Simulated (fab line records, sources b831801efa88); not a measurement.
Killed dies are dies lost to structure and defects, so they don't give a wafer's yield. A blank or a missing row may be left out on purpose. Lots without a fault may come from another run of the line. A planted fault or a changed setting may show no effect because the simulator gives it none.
One fault seen from 2 desks | flow gf180mcu | each desk has only its own numbers; what lay behind them comes last

THE METROLOGY DESK
What the gauges read, lot by lot, whatever tool the lot ran on: means of the sampled wafers that have a number. A lot is out of limits, marked OUT, if its mean lies more than 4 standard deviations from the usual mean; the brackets give that distance. Of its 8 readings 7 are shown: those that lie furthest out on some lot.
Columns: A = MVPSD_OVL at GF_MVPSD_OVL_MEAS_07, usual 0.1 nm; B = MVPSD_TW at GF_MVPSD_TW_MEAS_11, usual 551; C = VT_IMPLANT_OVL at GF_VT_IMPLANT_OVL_MEAS_07, usual -0.1 nm; D = VT_IMPLANT_TW at GF_VT_IMPLANT_TW_MEAS_10, usual 562; E = VT_IMPLANT_01_OVL at GF_VT_IMPLANT_OVL_MEAS_18, usual -0.4 nm; F = VT_IMPLANT_2_TW at GF_VT_IMPLANT_TW_MEAS_21, usual 1212; G = VT_IMPLANT_3_TW at GF_VT_IMPLANT_TW_MEAS_32, usual 268.1
lot  | first seen here | A    | B   | C    | D   | E    | F    | G
L251 | day 6 01:41     | -0.2 | 549 | 0.1  | 559 | -3.1 | 1221 | 268.7
L255 | day 7 02:10     | -1.1 | 557 | 0.5  | 568 | -1.8 | 1219 | 269.9
L260 | day 8 07:18     | 4.0  | 549 | 0.8  | 566 | -0.6 | 1219 | 266.2
L263 | day 9 00:35     | -1.0 | 553 | -3.3 | 562 | -1.4 | 1200 | 266.9
L270 | day 10 16:57    | -1.7 | 550 | 0.1  | 561 | 1.8  | 1208 | 269.7
This desk's finding: nothing out of limits on any of the 5 lots.

THE TOOL OWNER'S DESK: litho_track-04
The tool's own readings at GF_VT_IMPLANT_DEVELOP_06 (develop time 60 s): means of the sampled wafers that have a number, for each lot that ran on this tool. A lot is out of limits, marked OUT, if its mean lies more than 4 standard deviations from the usual mean; the brackets give that distance.
Columns: A = resist_line_temp_C at GF_VT_IMPLANT_DEVELOP_06, usual 23.01 C
lot  | first seen here | A
L251 | day 6 17:32     | 22.99
L255 | day 7 18:39     | 23.05
L260 | day 8 23:14     | 23.04
This desk's finding: nothing out of limits on any of the 3 lots.

PUT TOGETHER
The metrology desk saw nothing out of limits.
The tool owner's desk saw nothing out of limits.

WHAT THE SIMULATOR HAD PUT IN
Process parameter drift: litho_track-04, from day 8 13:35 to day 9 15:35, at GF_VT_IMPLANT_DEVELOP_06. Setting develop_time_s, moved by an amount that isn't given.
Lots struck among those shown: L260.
